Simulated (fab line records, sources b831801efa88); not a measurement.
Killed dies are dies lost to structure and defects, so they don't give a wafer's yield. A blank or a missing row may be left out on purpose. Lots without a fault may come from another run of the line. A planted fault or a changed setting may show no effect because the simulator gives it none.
A struck lot beside a sound one | flow sky130 | 16 steps out of a route of 708
Sound: wafers L132.1, L132.3, L132.6. Struck: wafers L135.3, L135.4, L135.5. The cause comes at the end.
At each step with rows: each side's tool, then ch and its chambers, then its first start. Under that, the readings that differ: sound wafers | struck wafers | difference of the means | sigmas: that difference in standard deviations of wafers without a fault.
alike: readings whose means differ by less than 2 such deviations, and words and numbers that are the same on both sides. not compared: withheld readings, readings that some wafer has no value for, bounds like >300 that may hide the same value, and numbers for which the record gives no deviation and whose values overlap.
The two part at a step that has a row with sigmas, a row that says differs or no value, or rows on one side only. Numbers that don't overlap but have no deviation are shown without sigmas and don't part them. A reading that every wafer of one side lacks parts them only if that side has two wafers or more.

first, 9 steps without rows for these wafers: SKY_CAPM_CLEAN_17 (cleans in O3/DIW); SKY_METAL3_DEHYDRATE_05 (time 60 s); SKY_METAL3_HMDS_06 (prime time 60 s); SKY_METAL3_COAT_07 (resist thk 60 nm); SKY_METAL3_COAT_08 (resist thk 1140 nm); SKY_METAL3_SOFTBAKE_09 (time 90 s); SKY_METAL3_EXPOSE_10 (exposes mask MM3, target cd 300 nm); SKY_METAL3_PEB_11; SKY_METAL3_DEVELOP_12 (develop time 60 s).
SKY_METAL3_CD_MEAS_13: target cd 300 nm.
  sound on cd_sem-01, day 42 15:58; struck on cd_sem-01, day 43 12:34
  alike: cd_nm
SKY_METAL3_OVL_MEAS_14:
  sound on overlay-01, day 42 16:05; struck on overlay-01, day 43 12:40
  alike: METAL3_OVL
SKY_METAL3_DESCUM_15: chemistry O2, time 8 s.
  sound on rie_metal-01 ch 0,1, day 42 16:07; struck on rie_metal-03 ch 0,1, day 43 12:42
  alike: drypump_motor_current_A, oes_product_au, rf_fwd_power_W
  not compared: rf_hours_counter_h
SKY_METAL3_ETCH_16: etches BARC in N2/H2, stops on SiO2, time 88.2 s, target depth 60 nm.
  sound on rie_metal-01 ch 0,1, day 42 16:08; struck on rie_metal-03 ch 0,1, day 43 12:46
  reading                               | sound             | struck            | difference | sigmas
  rf_fwd_power_W (W)                    | 494.3 493.6 497.3 | 575.3 581.2 579.9 | +83.7      | +44
  model.METAL3.cd_nm (nm)               | 303.2 301.4 300.8 | 298.3 295.7 295.2 | -5.4       |
  model.SiO2_of_CAPM_CVD_00.thk_nm (nm) | 15.1 15.1 15.23   | 14.83 15.06 15.07 | -0.16      |
  alike: drypump_motor_current_A, oes_product_au, throttle_valve_pct
  not compared: rf_hours_counter_h, model.KrF-thick_of_METAL3_COAT_08.thk_nm
SKY_METAL3_ETCH_17: etches SiO2 in C4F8/O2/Ar, stops on TiN, time 3.9 s, target depth 15 nm.
  sound on rie_diel-01 ch 0,1,3, day 42 16:14; struck on rie_diel-01 ch 0,1,2, day 43 12:52
  reading                 | sound             | struck            | difference | sigmas
  model.METAL3.cd_nm (nm) | 303.2 301.4 300.8 | 298.3 295.6 295.2 | -5.4       |
  alike: oes_product_au, rf_fwd_power_W
  not compared: rf_hours_counter_h
SKY_METAL3_METAL_ETCH_18: etches the open film in Cl2/BCl3, stops on SiO2, target depth 845 nm, time 183.1 s.
  sound on rie_metal-03 ch 0,1, day 42 16:16; struck on rie_metal-01 ch 0,1, day 43 12:56
  alike: drypump_motor_current_A, oes_product_au, rf_fwd_power_W, throttle_valve_pct
  not compared: rf_hours_counter_h
-- the record jumps here: 6 days lie between the struck wafers' starts before and after (it left off in module METAL3 and takes up again in module PAD_OPEN, whose first step shown is number 708 of the route) --
SKY_PAD_OPEN_PROBE_99:
  the record has rows for the struck wafers here (prober-01, day 49 22:11) and none for the sound ones

WHERE THEY PART
First at SKY_METAL3_ETCH_16; last, within this record, at SKY_PAD_OPEN_PROBE_99.

WHY: what the simulator had put in
Process parameter drift: rie_metal-03, from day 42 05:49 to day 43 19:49, at SKY_METAL3_ETCH_16. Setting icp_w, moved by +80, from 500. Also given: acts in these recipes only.
